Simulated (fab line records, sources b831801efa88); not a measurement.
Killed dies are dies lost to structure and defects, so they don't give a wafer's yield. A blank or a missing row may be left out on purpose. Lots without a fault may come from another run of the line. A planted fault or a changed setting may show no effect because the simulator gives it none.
Which tool did it? | flow gf180mcu | 6 lots, 18 wafers sampled, at 1 step of a route of 602

WHAT THE GAUGES READ, wafer by wafer
GF_V2_THK_MEAS_03.
lot  | measured     | on            | V2_CVD_02_THK (nm)
L117 | day 19 22:48 | film_metro-03 | 845 861 843
L119 | day 20 12:25 | film_metro-01 | 826 838 845
L122 | day 21 20:39 | film_metro-02 | 834 843 858
L124 | day 22 19:32 | film_metro-02 | 843 829 844
L127 | day 24 02:39 | film_metro-02 | 851 852 865
L134 | day 26 00:49 | film_metro-02 | 846 845 857

WHICH TOOL RAN EACH LOT (tool, then ch and the chambers of the sampled wafers, then the start)
The record holds no process step before these readings.

THE ANSWER, worked out from the rows above alone
Rule: what is usual is taken from the lots themselves. Put in order of their means at a reading, lots are off if they are a third of the lots or fewer, leave a main group of 4 or more, and stand apart from it by a gap of 3 or more times the standard deviation of the main group's means; of several such gaps the widest counts. A main group whose means are all the same, to the digits that the tables above print for the reading, isn't used. A lot without any number at a reading at which 4 lots or more have one is off too. The other lots that the step has rows for count as sound.
No lot is off at any reading shown: from this, nothing can be told.

WHAT THE SIMULATOR HAD PUT IN
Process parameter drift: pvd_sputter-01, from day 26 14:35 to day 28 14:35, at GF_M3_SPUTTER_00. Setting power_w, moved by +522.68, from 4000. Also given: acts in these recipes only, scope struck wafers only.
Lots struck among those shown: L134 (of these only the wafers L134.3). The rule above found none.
